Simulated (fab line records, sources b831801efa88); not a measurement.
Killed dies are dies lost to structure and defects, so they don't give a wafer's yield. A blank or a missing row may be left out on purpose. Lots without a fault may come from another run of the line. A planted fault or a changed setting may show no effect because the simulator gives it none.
Tool commonality check | flow sky130 | 10 lots, 39 wafers sampled

WHY IT WAS OPENED
At SKY_SPACER_THK_MEAS_01 the reading SPACER_CVD_00_THK is flagged on 3 of 10 lots. Wafers without a fault read 43.3 nm, standard deviation 0.45.
Rule: a lot is flagged when every wafer of it that has a number lies more than 4 standard deviations from that mean, or none has a number. The other lots count as sound.

lot  | measured     | on            | SPACER_CVD_00_THK (nm), wafer by wafer | flag
L108 | day 23 03:41 | film_metro-04 | 43.2 43.5 43.1                         |
L110 | day 23 21:46 | film_metro-03 | 42.5 42.6 42.9                         |
L113 | day 24 22:39 | film_metro-01 | 43.1 42.9 43.1                         |
L114 | day 25 17:49 | film_metro-04 | 42.8 43.1 43.0                         |
L115 | day 25 21:25 | film_metro-04 | 43.0 42.6 42.4                         |
L116 | day 26 17:14 | film_metro-03 | 43.0 42.8 42.6                         |
L123 | day 29 08:29 | film_metro-03 | 43.7 44.0 43.9                         |
L124 | day 29 12:29 | film_metro-04 | 47.3 46.9 47.1 47.2 47.0 47.2          | FLAGGED
L125 | day 29 13:59 | film_metro-03 | 47.6 48.3 47.7 47.7 48.3 47.7          | FLAGGED
L126 | day 29 22:38 | film_metro-04 | 47.3 47.2 47.4 47.3 47.1 47.5          | FLAGGED
The numbers of the flagged lots are 47.4 nm on average: +4.1 nm against the usual, or +9 standard deviations.

WHICH TOOL RAN EACH LOT
The record holds 2 process steps before the reading, out of a route of 708 steps. In each cell: the tool, then ch and the chambers that the sampled wafers went through, then the start.
lot  | flag    | SKY_GATE_OXIDE_STRIP_13              | SKY_SPACER_CVD_00
L108 |         | plasma_asher-04 ch 0,1, day 13 21:31 | lpcvd-02 ch 1, day 23 01:52
L110 |         | plasma_asher-02 ch 0,1, day 14 15:02 | lpcvd-02 ch 1, day 23 20:33
L113 |         | plasma_asher-01 ch 0,1, day 15 17:29 | lpcvd-02 ch 1, day 24 21:26
L114 |         | plasma_asher-01 ch 0,1, day 16 08:02 | lpcvd-02 ch 1, day 25 16:35
L115 |         | plasma_asher-02 ch 0,1, day 16 14:11 | lpcvd-02 ch 1, day 25 20:13
L116 |         | plasma_asher-02 ch 0,1, day 17 08:59 | lpcvd-02 ch 0, day 26 15:26
L123 |         | plasma_asher-04 ch 0,1, day 20 03:56 | lpcvd-02 ch 0, day 29 07:17
L124 | FLAGGED | plasma_asher-01 ch 0,1, day 20 10:14 | lpcvd-02 ch 0, day 29 11:17
L125 | FLAGGED | plasma_asher-01 ch 0,1, day 20 12:29 | lpcvd-02 ch 1, day 29 12:47
L126 | FLAGGED | plasma_asher-01 ch 0,1, day 20 19:59 | lpcvd-02 ch 0, day 29 21:26
What these steps do:
- SKY_GATE_OXIDE_STRIP_13: strips in O2/N2.
- SKY_SPACER_CVD_00: deposits Si3N4 from DCS/NH3, target thk 43.1 nm, time 740 s.
- SKY_SPACER_THK_MEAS_01

FLAGGED OVER TOTAL, TOOL BY TOOL (the gauges that took the reading come last)
step                    | tool            | lots run | flagged | share of the flagged lots | sound lots run after its first flagged lot
SKY_GATE_OXIDE_STRIP_13 | plasma_asher-01 | 5        | 3       | all                       | 0
SKY_GATE_OXIDE_STRIP_13 | plasma_asher-02 | 3        | 0       | none                      | -
SKY_GATE_OXIDE_STRIP_13 | plasma_asher-04 | 2        | 0       | none                      | -
SKY_SPACER_CVD_00       | lpcvd-02        | 10       | 3       | all                       | 0
SKY_SPACER_THK_MEAS_01  | film_metro-01   | 1        | 0       | none                      | -
SKY_SPACER_THK_MEAS_01  | film_metro-03   | 4        | 1       | some                      | 0
SKY_SPACER_THK_MEAS_01  | film_metro-04   | 5        | 2       | some                      | 0

WHAT THE TABLE ALLOWS
2 rows of the table ran every flagged lot: plasma_asher-01 at SKY_GATE_OXIDE_STRIP_13, lpcvd-02 at SKY_SPACER_CVD_00.
- plasma_asher-01 at SKY_GATE_OXIDE_STRIP_13: 3 of its 5 lots flagged. Its last sound lot is L114 (day 16 08:02), its first flagged lot L124 (day 20 10:14): a fault that began between those two fits.
- lpcvd-02 at SKY_SPACER_CVD_00: 3 of its 10 lots flagged. Its last sound lot is L123 (day 29 07:17), its first flagged lot L124 (day 29 11:17): a fault that began between those two fits. Its own readings lie more than 4 standard deviations out on every wafer of the flagged lots: susceptor_temp_C.
Counting lots can't tell these 2 tools apart, because each fits a fault that began at some hour. More lots, or a look at what each step does to the wafer, might.

WHAT THE SIMULATOR HAD PUT IN
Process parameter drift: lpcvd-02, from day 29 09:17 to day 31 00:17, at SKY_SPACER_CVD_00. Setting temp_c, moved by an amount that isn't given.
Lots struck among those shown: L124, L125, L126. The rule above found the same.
